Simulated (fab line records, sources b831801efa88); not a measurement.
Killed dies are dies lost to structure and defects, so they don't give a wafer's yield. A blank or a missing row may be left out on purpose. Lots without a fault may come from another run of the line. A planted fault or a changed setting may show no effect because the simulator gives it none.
Which tool did it? | flow sky130 | 10 lots, 30 wafers sampled, at 5 steps of a route of 708

WHAT THE GAUGES READ, wafer by wafer
SKY_FIELD_ISO_THK_MEAS_02. Usual: FIELD_ISO_OXIDATION_00_THK 11.97 nm, standard deviation 0.24.
lot  | measured    | on            | FIELD_ISO_OXIDATION_00_THK (nm) | flag
L535 | day 1 22:16 | film_metro-02 | 11.58 11.54 11.60               |
L534 | day 1 22:16 | film_metro-03 | 12.10 11.91 11.94               |
L536 | day 2 02:56 | film_metro-01 | 12.46 12.43 12.58               |
L539 | day 2 18:26 | film_metro-02 | 11.90 12.05 11.83               |
L543 | day 3 13:38 | film_metro-01 | 12.01 12.18 11.91               |
L545 | day 4 00:47 | film_metro-02 | 12.04 12.27 12.30               |
L546 | day 4 06:47 | film_metro-01 | 11.84 11.96 11.78               |
L547 | day 4 11:02 | film_metro-02 | 12.12 12.26 12.10               |
L548 | day 4 16:28 | film_metro-03 | 12.40 12.32 12.20               |
L549 | day 4 19:44 | film_metro-01 | 12.14 11.98 12.12               |

SKY_VT_ADJUST_NCORE_OVL_MEAS_08. Usual: VT_ADJUST_NCORE_OVL -0.4 nm, standard deviation 1.4.
lot  | measured     | on         | VT_ADJUST_NCORE_OVL (nm) | flag
L535 | day 9 04:25  | overlay-02 | -1.5 -2.6 -3.3           |
L534 | day 9 06:48  | overlay-02 | 2.0 1.4 0.4              |
L536 | day 9 09:14  | overlay-01 | -1.3 -1.2 0.0            |
L539 | day 10 19:42 | overlay-02 | -3.0 -1.2 -0.7           |
L543 | day 11 13:32 | overlay-02 | 0.8 -0.3 -0.5            |
L545 | day 12 01:54 | overlay-01 | -1.8 -2.2 -2.7           |
L546 | day 12 08:34 | overlay-02 | -0.5 -2.1 -0.6           |
L547 | day 12 20:29 | overlay-01 | -1.3 -0.6 -0.9           |
L548 | day 13 03:50 | overlay-01 | -0.5 -0.6 -0.4           |
L549 | day 13 04:08 | overlay-01 | -0.9 -0.5 -0.4           |

SKY_CAPM_THK_MEAS_01. Usual: CAPM_CVD_00_THK 15.46 nm, standard deviation 0.22.
lot  | measured     | on            | CAPM_CVD_00_THK (nm) | flag
L535 | day 36 22:23 | film_metro-04 | 15.18 15.58 15.65    |
L534 | day 37 07:23 | film_metro-02 | 15.72 15.83 15.78    |
L536 | day 37 08:19 | film_metro-03 | 15.60 15.32 15.89    |
L539 | day 39 04:34 | film_metro-04 | 15.49 15.58 15.45    |
L543 | day 39 18:13 | film_metro-03 | 15.45 15.36 15.63    |
L545 | day 40 09:53 | film_metro-04 | 15.48 15.56 15.69    |
L546 | day 40 16:01 | film_metro-02 | 15.35 15.40 15.52    |
L547 | day 40 22:52 | film_metro-02 | 15.52 15.49 12.52    | OFF
L548 | day 41 05:03 | film_metro-04 | 15.38 15.84 15.48    |
L549 | day 41 08:29 | film_metro-04 | 12.46 15.75 15.63    | OFF

WHICH TOOL RAN EACH LOT (tool, then ch and the chambers of the sampled wafers, then the start)
lot  | SKY_CONTACT_ETCH_16                | SKY_CAPM_CVD_00
L535 | rie_diel-04 ch 1,2,3, day 32 05:07 | pecvd-02 ch 0,2, day 36 22:22
L534 | rie_diel-04 ch 0,1, day 32 11:04   | pecvd-03 ch 1,2, day 37 07:20
L536 | rie_diel-01 ch 0,2, day 32 14:32   | pecvd-02 ch 0,1,2, day 37 08:17
L539 | rie_diel-04 ch 0,1, day 34 12:29   | pecvd-02 ch 0,1, day 39 04:32
L543 | rie_diel-02 ch 0,1,2, day 35 02:32 | pecvd-02 ch 1,2, day 39 18:11
L545 | rie_diel-01 ch 0,2,3, day 35 19:19 | pecvd-02 ch 0,1, day 40 09:52
L546 | rie_diel-04 ch 0,1,3, day 36 00:53 | pecvd-02 ch 0,1,2, day 40 15:59
L547 | rie_diel-02 ch 0,3, day 36 08:56   | pecvd-02 ch 1,2, day 40 22:50
L548 | rie_diel-01 ch 0,1, day 36 17:17   | pecvd-01 ch 0,1,2, day 41 05:00
L549 | rie_diel-04 ch 0,3, day 36 19:40   | pecvd-02 ch 1,2, day 41 08:27
- SKY_CONTACT_ETCH_16: etches BARC in N2/H2, stops on SiO2, time 45.9 s, target depth 60 nm.
- SKY_CAPM_CVD_00: deposits SiO2, target thk 15.5 nm.

WHAT THE TOOLS THEMSELVES READ (means of the sampled wafers that have a number; where no wafer has one, the mark that the record gives instead)
SKY_CONTACT_ETCH_16. Usual: drypump_motor_current_A 5.7 A, standard deviation 0.45; oes_product_au 0.855 a.u., standard deviation 0.0051; rf_fwd_power_W 495.1 W, standard deviation 1.8; throttle_valve_pct 13.226 %, standard deviation 0.0083.
lot  | tool        | drypump_motor_current_A (A) | oes_product_au (a.u.) | rf_fwd_power_W (W) | throttle_valve_pct (%) | flag
L535 | rie_diel-04 | 5.7                         | 0.850                 | 494.7              | 13.221                 |
L534 | rie_diel-04 | 5.3                         | 0.857                 | 495.1              | 13.224                 |
L536 | rie_diel-01 | 5.3                         | 0.855                 | 497.1              | 13.238                 |
L539 | rie_diel-04 | 5.3                         | 0.848                 | 494.0              | 13.224                 |
L543 | rie_diel-02 | 5.8                         | 0.857                 | 494.8              | 13.232                 |
L545 | rie_diel-01 | 5.7                         | 0.858                 | 494.1              | 13.226                 |
L546 | rie_diel-04 | 5.7                         | 0.851                 | 493.5              | 13.225                 |
L547 | rie_diel-02 | 5.4                         | 0.850                 | 494.7              | 13.225                 |
L548 | rie_diel-01 | 5.5                         | 0.856                 | 497.3              | 13.217                 |
L549 | rie_diel-04 | 6.2                         | 0.854                 | 494.9              | 13.226                 |

SKY_CAPM_CVD_00. Usual: heater_power_outer_w 429 W, standard deviation 64; heater_power_w 737 W, standard deviation 90; rf_fwd_power_W 442.3 W, standard deviation 2.5.
lot  | tool     | heater_power_outer_w (W) | heater_power_w (W) | rf_fwd_power_W (W) | flag
L535 | pecvd-02 | 390                      | 687                | 443.9              |
L534 | pecvd-03 | 406                      | 665                | 444.4              |
L536 | pecvd-02 | 371                      | 652                | 444.5              |
L539 | pecvd-02 | 371                      | 657                | 443.4              |
L543 | pecvd-02 | 514                      | 838                | 441.6              |
L545 | pecvd-02 | 400                      | 702                | 443.6              |
L546 | pecvd-02 | 397                      | 686                | 443.3              |
L547 | pecvd-02 | 511                      | 851                | 442.8              |
L548 | pecvd-01 | 429                      | 734                | 441.4              |
L549 | pecvd-02 | 475                      | 788                | 441.6              |

THE ANSWER, worked out from the rows above alone
Rule: a lot is off if the mean of its wafers that have a number lies more than 3 standard deviations from the usual mean. A lot without any number at a reading at which 4 lots or more have one is off too. The other lots that the step has rows for count as sound. The gauges are gone through in route order, then the tools' own readings, and for those a lot's mean is taken as printed above. The first step at which some lot is off is used, and at that step the reading that is off furthest; a lot without a number counts as furthest.
Off: L547, L549, at SKY_CAPM_THK_MEAS_01 (CAPM_CVD_00_THK).
A tool fits if, at a process step before that reading, it ran every lot that is off, and no sound lot after the first of them. The gauges at SKY_CAPM_THK_MEAS_01 are tried like those tools. One fits: pecvd-02 at SKY_CAPM_CVD_00. Its last sound lot is L546 (day 40 15:59), its first lot that is off L547 (day 40 22:50): a fault that began between those two fits.

WHAT THE SIMULATOR HAD PUT IN
Process parameter drift: pecvd-02, from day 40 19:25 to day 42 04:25, at SKY_CAPM_CVD_00. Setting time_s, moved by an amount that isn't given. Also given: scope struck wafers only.
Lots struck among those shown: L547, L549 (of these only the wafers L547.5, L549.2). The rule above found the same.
